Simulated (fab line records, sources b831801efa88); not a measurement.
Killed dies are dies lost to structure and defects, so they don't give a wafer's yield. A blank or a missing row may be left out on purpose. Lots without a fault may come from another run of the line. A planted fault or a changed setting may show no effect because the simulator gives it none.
Tool commonality check | flow sky130 | 13 lots, 42 wafers sampled

WHY IT WAS OPENED
At SKY_FIELD_ISO_CD_MEAS_13 the reading cd_nm is flagged on 1 of 13 lots. Wafers without a fault read 150.3 nm, standard deviation 1.4.
Rule: a lot is flagged when every wafer of it that has a number lies more than 4 standard deviations from that mean, or none has a number. The other lots count as sound.

lot  | measured    | on        | cd_nm (nm), wafer by wafer          | flag
L498 | day 2 06:55 | cd_sem-01 | 149.5 149.0 149.9                   |
L500 | day 2 15:37 | cd_sem-02 | 151.8 149.8 152.1                   |
L501 | day 2 22:37 | cd_sem-02 | 149.7 149.9 150.2                   |
L502 | day 3 02:37 | cd_sem-01 | 149.1 150.9 148.2                   |
L504 | day 3 12:13 | cd_sem-01 | 147.6 147.9 146.9                   |
L509 | day 4 12:04 | cd_sem-01 | 150.4 150.4 150.5                   |
L511 | day 5 11:32 | cd_sem-01 | 149.7 151.2 149.9                   |
L514 | day 5 18:41 | cd_sem-02 | 141.2 142.8 141.5 141.3 142.8 141.8 | FLAGGED
L515 | day 5 23:47 | cd_sem-02 | 150.1 149.1 149.5                   |
L517 | day 6 06:46 | cd_sem-02 | 152.2 151.6 152.4                   |
L518 | day 6 15:01 | cd_sem-02 | 151.1 151.3 149.0                   |
L519 | day 6 17:46 | cd_sem-01 | 153.2 152.8 152.8                   |
L521 | day 7 05:25 | cd_sem-02 | 147.8 148.9 149.4                   |
The numbers of the flagged lots are 141.9 nm on average: -8.4 nm against the usual, or -6 standard deviations.

WHICH TOOL RAN EACH LOT
The record holds 1 process step before the reading, out of a route of 708 steps. In each cell: the tool, then ch and the chambers that the sampled wafers went through, then the start.
lot  | flag    | SKY_FIELD_ISO_EXPOSE_10
L498 |         | krf_scanner-02 ch 0, day 1 23:05
L500 |         | krf_scanner-02 ch 0, day 2 08:41
L501 |         | krf_scanner-01 ch 0, day 2 14:44
L502 |         | krf_scanner-02 ch 0, day 2 19:14
L504 |         | krf_scanner-02 ch 0, day 3 04:28
L509 |         | krf_scanner-01 ch 0, day 4 05:23
L511 |         | krf_scanner-02 ch 0, day 5 02:38
L514 | FLAGGED | krf_scanner-01 ch 0, day 5 09:16
L515 |         | krf_scanner-02 ch 0, day 5 15:46
L517 |         | krf_scanner-01 ch 0, day 5 21:57
L518 |         | krf_scanner-02 ch 0, day 6 05:07
L519 |         | krf_scanner-01 ch 0, day 6 09:05
L521 |         | krf_scanner-01 ch 0, day 6 19:56
What these steps do:
- SKY_FIELD_ISO_EXPOSE_10: exposes mask FOM, target cd 150 nm.
- SKY_FIELD_ISO_CD_MEAS_13: target cd 150 nm.

FLAGGED OVER TOTAL, TOOL BY TOOL (the gauges that took the reading come last)
step                     | tool           | lots run | flagged | share of the flagged lots | sound lots run after its first flagged lot
SKY_FIELD_ISO_EXPOSE_10  | krf_scanner-01 | 6        | 1       | all                       | 3 (L517,L519,L521)
SKY_FIELD_ISO_EXPOSE_10  | krf_scanner-02 | 7        | 0       | none                      | -
SKY_FIELD_ISO_CD_MEAS_13 | cd_sem-01      | 6        | 0       | none                      | -
SKY_FIELD_ISO_CD_MEAS_13 | cd_sem-02      | 7        | 1       | all                       | 4 (L515,L517,L518,L521)

WHAT THE TABLE ALLOWS
2 rows of the table ran every flagged lot: krf_scanner-01 at SKY_FIELD_ISO_EXPOSE_10, cd_sem-02 at SKY_FIELD_ISO_CD_MEAS_13.
- krf_scanner-01 at SKY_FIELD_ISO_EXPOSE_10: 1 of its 6 lots flagged. Sound lots ran on it after the first flagged one (L517, L519, L521), which a lasting fault on the whole tool wouldn't allow.
- cd_sem-02 at SKY_FIELD_ISO_CD_MEAS_13: 1 of its 7 lots flagged. Sound lots ran on it after the first flagged one (L515, L517, L518, L521), which a lasting fault on the whole tool wouldn't allow.
No row of the table ran every flagged lot and no sound lot after the first.

WHAT THE SIMULATOR HAD PUT IN
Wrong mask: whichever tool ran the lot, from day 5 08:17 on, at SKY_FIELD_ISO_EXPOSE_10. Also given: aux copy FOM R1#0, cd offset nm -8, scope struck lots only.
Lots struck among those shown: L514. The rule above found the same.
